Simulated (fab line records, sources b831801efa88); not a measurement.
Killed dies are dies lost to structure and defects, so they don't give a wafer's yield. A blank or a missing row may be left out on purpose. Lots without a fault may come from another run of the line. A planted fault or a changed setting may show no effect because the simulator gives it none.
Chamber matching | flow sky130 | SKY_FIELD_ISO_CMP_27 on cmp-01: 4 sister chambers
The step polishes, stops on Si3N4, t overpolish 16 s, target thk 457.8 nm. 16 wafers are shown with their chamber, then 7 later ones without.

WAFERS WITH THEIR CHAMBER
wafer  | chamber | motor_current_A (A) | time_to_endpoint_s (s) | slurry_flow_ml_min
L527.1 | 3       | 11.3                | 117                    | 150.7
L527.2 | 2       | 10.7                | 115                    | 149.7
L527.6 | 2       | 10.9                | 112                    | 150.4
L529.1 | 1       | 11.6                | 121                    | 149.9
L529.4 | 2       | 11.2                | 109                    | 149.4
L529.6 | 0       | 10.0                | 111                    | 150.4
L538.4 | 1       | 10.9                | 120                    | 149.3
L538.6 | 3       | 11.1                | 120                    | 150.7
L539.1 | 1       | 11.3                | 123                    | 149.9
L539.5 | 3       | 11.4                | 118                    | 150.1
L539.6 | 2       | 10.8                | 118                    | 150.1
L540.1 | 3       | 11.7                | 112                    | 150.5
L540.3 | 2       | 10.7                | 108                    | 149.7
L540.4 | 0       | 10.0                | 101                    | 149.7
L545.3 | 1       | 11.2                | 115                    | 149.6
L545.4 | 3       | 11.3                | 112                    | 149.8

SIGNATURES (means of the wafers above)
reading            | chamber 0 | chamber 1 | chamber 2 | chamber 3 | scatter within a chamber
motor_current_A    | 10.000    | 11.250    | 10.860    | 11.360    | 0.226
time_to_endpoint_s | 106.00    | 119.75    | 112.40    | 115.80    | 4.15
slurry_flow_ml_min | 150.050   | 149.675   | 149.860   | 150.360   | 0.38
Rule: a wafer's distance from a chamber is the root of the sum, over the readings, of the square of ((its reading less the chamber's mean) divided by the reading's scatter). The wafer belongs to the nearest chamber; if the next one is less than 2 further off, it can't be placed. The scatter: the root of (the sum of the squares of (reading less its chamber's mean) over the shown wafers, divided by (wafers less chambers)).

WAFERS WITHOUT THEIR CHAMBER
wafer  | motor_current_A (A) | time_to_endpoint_s (s) | slurry_flow_ml_min
L545.6 | 10.9                | 114                    | 150.7
L546.1 | 9.9                 | 109                    | 149.6
L546.4 | 11.2                | 123                    | 150.9
L546.5 | 9.9                 | 111                    | 149.6
L549.1 | 11.7                | 126                    | 150.3
L549.3 | 11.6                | 119                    | 149.5
L549.6 | 10.3                | 115                    | 150.2

WHICH CHAMBER EACH WENT THROUGH
wafer  | from the rows above          | in truth
L545.6 | can't be placed: 2 or 3 or 1 | 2
L546.1 | 0                            | 0
L546.4 | can't be placed: 3 or 1 or 2 | 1
L546.5 | 0                            | 0
L549.1 | can't be placed: 3 or 1      | 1
L549.3 | can't be placed: 1 or 3      | 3
L549.6 | can't be placed: 0 or 2 or 1 | 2
Placed correctly: 2 of 7. Can't be placed from these rows: 5 (the true chamber is among the candidates in 5). Placed wrongly: 0.
